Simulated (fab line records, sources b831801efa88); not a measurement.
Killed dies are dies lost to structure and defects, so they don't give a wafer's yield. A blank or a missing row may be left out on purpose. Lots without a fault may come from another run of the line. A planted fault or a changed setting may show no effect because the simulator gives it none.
A struck lot beside a sound one | flow sfq_line | 28 steps out of a route of 325
Sound: wafers L647.1, L647.2, L647.5. Struck: wafers L634.1, L634.4. The cause comes at the end.
At each step with rows: each side's tool, then ch and its chambers, then its first start. Under that, the readings that differ: sound wafers | struck wafers | difference of the means | sigmas: that difference in standard deviations of wafers without a fault.
alike: readings whose means differ by less than 2 such deviations, and words and numbers that are the same on both sides. not compared: withheld readings, readings that some wafer has no value for, bounds like >300 that may hide the same value, and numbers for which the record gives no deviation and whose values overlap.
The two part at a step that has a row with sigmas, a row that says differs or no value, or rows on one side only. Numbers that don't overlap but have no deviation are shown without sigmas and don't part them. A reading that every wafer of one side lacks parts them only if that side has two wafers or more.

first, 6 steps without rows for these wafers: SFQ_TRILAYER_M3_LITHO_COAT_080 (resist thk 62 nm); SFQ_TRILAYER_M3_LITHO_COAT_075 (resist thk 600 nm); SFQ_TRILAYER_M3_LITHO_SOFTBAKE_079; SFQ_TRILAYER_M3_LITHO_EXPOSE_076 (exposes mask M3, target cd 500 nm); SFQ_TRILAYER_M3_LITHO_PEB_078 (peb time 60 s); SFQ_TRILAYER_M3_LITHO_DEVELOP_077 (time 60 s).
SFQ_M3_OVL_MEAS_921:
  sound on overlay-01, day 49 18:23; struck on overlay-01, day 41 03:11
  reading     | sound | struck | difference | sigmas
  M3_OVL (nm) | 6 4 5 | -9 -12 | -16        | -3
then, 1 step without rows for these wafers: SFQ_TRILAYER_M3_BARC_OPEN_METAL_ETCH_100 (etches BARC in O2, target depth 125 nm, time 41.7 s).
SFQ_TRILAYER_M3_ETCH_METAL_ETCH_078: etches Nb in Cl2/Ar, stops on SiO2, target depth 240 nm, time 120 s.
  sound on rie_metal-02 ch 0,1, day 49 18:29; struck on rie_metal-02 ch 0,1, day 41 03:17
  alike: drypump_motor_current_A, oes_product_au
  not compared: rf_hours_counter_h
SFQ_TRILAYER_M3_STRIP_STRIP_079: strips in O2.
  sound on rie_metal-02 ch 0,1, day 49 18:36; struck on rie_metal-02 ch 0,1, day 41 03:24
  alike: drypump_motor_current_A, oes_product_au
  not compared: rf_hours_counter_h
then, 1 step without rows for these wafers: SFQ_TRILAYER_M3_STRIP_SOLV_CLEAN_080 (cleans in NMP, time 600 s).
SFQ_TRILAYER_I3_DEP_PECVD_081: deposits SiO2 from SiH4/N2O, time 111.11 s, target thk 500 nm.
  sound on pecvd-03 ch 1,2, day 49 19:23; struck on pecvd-01 ch 1,2, day 41 04:11
  alike: heater_power_w, throttle_valve_pct
SFQ_TRILAYER_I3_CMP_CMP_082: polishes SiO2.
  sound on cmp-02 ch 0,3, day 49 21:55; struck on cmp-02 ch 0,1, day 41 11:58
  reading                                             | sound             | struck      | difference | sigmas
  slurry_filter_dp_kPa (kPa)                          | 13.29 13.52 13.35 | 13.76 13.78 | +0.38      | +3
  model.SiO2_of_TRILAYER_I3_DEP_PECVD_081.thk_nm (nm) | 199.8 199 198.1   | 218.2 218.8 | +19.5      |
  alike: motor_current_A, time_to_endpoint_s
SFQ_I3_BOW_MEAS_922:
  sound on film_metro-01, day 50 00:25; struck on film_metro-03, day 41 13:58
  alike: I3_BOW
SFQ_TRILAYER_I3_METRO_MEASURE_083:
  sound on film_metro-01, day 50 00:32; struck on film_metro-03, day 41 14:05
  reading     | sound             | struck      | difference | sigmas
  thk_nm (nm) | 200.0 199.0 198.1 | 218.1 218.7 | +19.4      | +15
then, 6 steps without rows for these wafers: SFQ_TRILAYER_I3_VIA_LITHO_COAT_090 (resist thk 62 nm); SFQ_TRILAYER_I3_VIA_LITHO_COAT_085 (resist thk 650 nm); SFQ_TRILAYER_I3_VIA_LITHO_SOFTBAKE_089; SFQ_TRILAYER_I3_VIA_LITHO_EXPOSE_086 (exposes mask I3, target cd 500 nm); SFQ_TRILAYER_I3_VIA_LITHO_PEB_088 (peb time 60 s); SFQ_TRILAYER_I3_VIA_LITHO_DEVELOP_087 (time 60 s).
SFQ_I3_OVL_MEAS_923:
  sound on overlay-01, day 50 04:07; struck on overlay-02, day 41 17:32
  alike: I3_OVL
then, 1 step without rows for these wafers: SFQ_TRILAYER_I3_VIA_BARC_OPEN_VIA_ETCH_121 (etches BARC in O2, target depth 125 nm, time 41.7 s).
SFQ_TRILAYER_I3_VIA_ETCH_VIA_ETCH_088: etches SiO2 in CHF3, stops on Nb, target depth 260 nm.
  sound on rie_diel-04 ch 0,2, day 50 04:11; struck on rie_diel-03 ch 0,1, day 41 17:37
  reading                        | sound             | struck      | difference | sigmas
  oes_product_au (a.u.)          | 0.859 0.851 0.855 | 0.900 0.895 | +0.042     | +8
  model.I3.feature_depth_nm (nm) | 199.8 199 198.1   | 218.2 218.8 | +19.5      |
  model.etch.depth_nm (nm)       | 199.8 199 198.1   | 218.2 218.8 | +19.5      |
  alike: drypump_motor_current_A
SFQ_TRILAYER_I3_VIA_STRIP_STRIP_089: strips in O2.
  sound on rie_metal-03 ch 0,1, day 50 04:18; struck on rie_metal-01 ch 0, day 41 17:44
  alike: drypump_motor_current_A, oes_product_au
  not compared: rf_hours_counter_h
then, 1 step without rows for these wafers: SFQ_TRILAYER_I3_VIA_STRIP_SOLV_CLEAN_090 (cleans in NMP, time 600 s).
SFQ_TRILAYER_M4_DEP_PRE_CLEAN_092: time 22.5 s.
  sound on pvd_sputter-04, day 50 05:05; struck on pvd_sputter-06, day 41 19:07
  reading                                             | sound             | struck      | difference | sigmas
  model.SiO2_of_TRILAYER_I3_DEP_PECVD_081.thk_nm (nm) | 192.3 191.5 190.6 | 210.7 211.2 | +19.5      |
SFQ_TRILAYER_M4_DEP_SPUTTER_091: material Nb, target thk 200 nm, time 133.3 s.
  sound on pvd_sputter-04, day 50 05:07; struck on pvd_sputter-06, day 41 19:08
  reading                | sound          | struck    | difference | sigmas
  throttle_valve_pct (%) | 31.1 29.7 31.1 | 29.3 27.8 | -2.1       | -2

WHERE THEY PART
First at SFQ_M3_OVL_MEAS_921; last, within this record, at SFQ_TRILAYER_M4_DEP_SPUTTER_091.

WHY: what the simulator had put in
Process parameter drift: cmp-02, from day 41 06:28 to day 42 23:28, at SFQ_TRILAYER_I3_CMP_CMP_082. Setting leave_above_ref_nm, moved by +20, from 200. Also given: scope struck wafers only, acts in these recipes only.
